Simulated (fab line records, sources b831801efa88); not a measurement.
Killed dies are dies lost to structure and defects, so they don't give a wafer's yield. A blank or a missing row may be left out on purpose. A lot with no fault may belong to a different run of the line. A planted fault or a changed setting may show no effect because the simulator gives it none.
One fault through the eyes of 2 desks    flow sky130    each desk has only its own numbers; what lay behind them comes last

== THE TOOL OWNER'S DESK: pvdSputter-01 ==
The tool's own readings at SKY_CAP2M_SPUTTER_02 (material TiN, target thk 200 nm, time 166.7 s): means of the sampled wafers that have a number, for each lot that ran on this tool. The brackets show how far a lot's mean lies from the usual mean; more than 4 standard deviations puts the lot out of limits, marked OUT.
Columns: A = throttleValvePct at SKY_CAP2M_SPUTTER_02, usual 30.5 %
lot   first seen here  A
L449  day 40 08:34     29.9
L453  day 41 23:10     30.5
L454  day 42 07:37     30.5
L457  day 43 01:04     31.0
L461  day 43 21:23     31.1
L460  day 43 23:23     30.1
L462  day 44 08:31     30.7
This desk's finding: nothing out of limits on any of the 7 lots.

== FROM THE METROLOGY DESK ==
Lot by lot, what the gauges showed, no matter which tool ran the lot: averages of those sampled wafers that carry a number. The brackets show how far a lot's mean lies from the usual mean; more than 4 standard deviations puts the lot out of limits, marked OUT.
Columns: A = VIA3_OVL at SKY_VIA3_OVL_MEAS_13, usual -1 nm; B = CAP2M_TIN_RS at SKY_CAP2M_RS_MEAS_03, usual 6.90 ohm/sq; C = CAP2M_TIN_THK at SKY_CAP2M_THK_MEAS_04, usual 203.7 nm
lot   first seen here  A   B                C
L447  day 40 01:54     -1  6.99             202.0
L449  day 40 06:53     -7  6.80             208.7
L453  day 41 21:05     -1  6.89             203.5
L454  day 42 06:00     2   6.92             202.5
L455  day 42 14:50     2   6.92             204.5
L457  day 42 23:26     -2  6.84             204.8
L459  day 43 12:53     -5  7.05             199.4
L461  day 43 19:44     -9  6.56 (-5.3) OUT  215.5 (+5.6) OUT
L460  day 43 21:42     -6  6.51 (-6.1) OUT  216.0 (+5.9) OUT
L462  day 44 06:14     1   6.53 (-5.8) OUT  213.9 (+4.9) OUT
Per this desk, out of limits: L460, L461, L462; the first was L461, day 43 21:30 (CAP2M_TIN_RS at SKY_CAP2M_RS_MEAS_03). Within limits: L447, L449, L453, L454, L455, L457, L459.

== PUT TOGETHER ==
An alarm was possible from the metrology desk at day 43 21:30, on L460, L461, L462.
The tool owner's desk saw nothing out of limits.
Tool owner's desk: L460, L461, L462 on record, inside its limits.
All the named lots went through SKY_CAP2M_SPUTTER_02 on pvdSputter-01.

== WHAT THE SIMULATOR PUT IN ==
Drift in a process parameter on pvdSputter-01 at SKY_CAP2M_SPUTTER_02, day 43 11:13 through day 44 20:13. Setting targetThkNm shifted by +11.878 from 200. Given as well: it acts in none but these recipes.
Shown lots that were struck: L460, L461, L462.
Delay in hours, fault start to first out-of-limits reading, per desk: metrology desk 10.
